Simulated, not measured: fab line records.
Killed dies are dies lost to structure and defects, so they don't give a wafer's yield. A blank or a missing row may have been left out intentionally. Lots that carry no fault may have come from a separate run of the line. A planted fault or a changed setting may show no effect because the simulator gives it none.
Chamber matching	flow sky130	SKY_FIELD_ISO_ETCH_14 on rie-diel-03 has 4 sister chambers
The step etches BARC in N2/H2, stops on SiO2, time 45.9 s, target depth 60 nm. 4 wafers are shown with their chamber, then 7 later ones without.

== WAFERS PAIRED WITH THEIR CHAMBERS ==
wafer	chamber	drypump-motor-current-A (A)
L280.6	1	5.4
L284.4	3	4.8
L285.1	2	6.8
L285.3	0	4.9

== WAFERS WHOSE CHAMBER IS MISSING ==
wafer	drypump-motor-current-A (A)
L285.4	4.9
L290.3	6.8
L290.4	4.9
L290.5	4.9
L297.1	6.7
L297.5	5.4
L297.6	6.8

== EACH ONE'S CHAMBER ==
wafer	from the rows above	in truth
L285.4	0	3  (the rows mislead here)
L290.3	2	2
L290.4	0	0
L290.5	0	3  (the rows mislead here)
L297.1	2	2
L297.5	1	1
L297.6	2	2
5 of 7 placed correctly. Can't be placed from these rows: 0. 2 placed wrongly.
How it was worked out, from the rows above alone: a wafer's distance from a chamber is the root of the sum, over the readings, of the square of ((its reading less the chamber's mean) divided by the reading's scatter). The wafer belongs to the nearest chamber; if the next one is less than 2 further off, it can't be placed. A chamber's mean is the mean of its shown wafers. The scatter (one wafer shown for each chamber): square how far every hidden wafer sits from the nearest shown wafer, average those squares and take the square root.
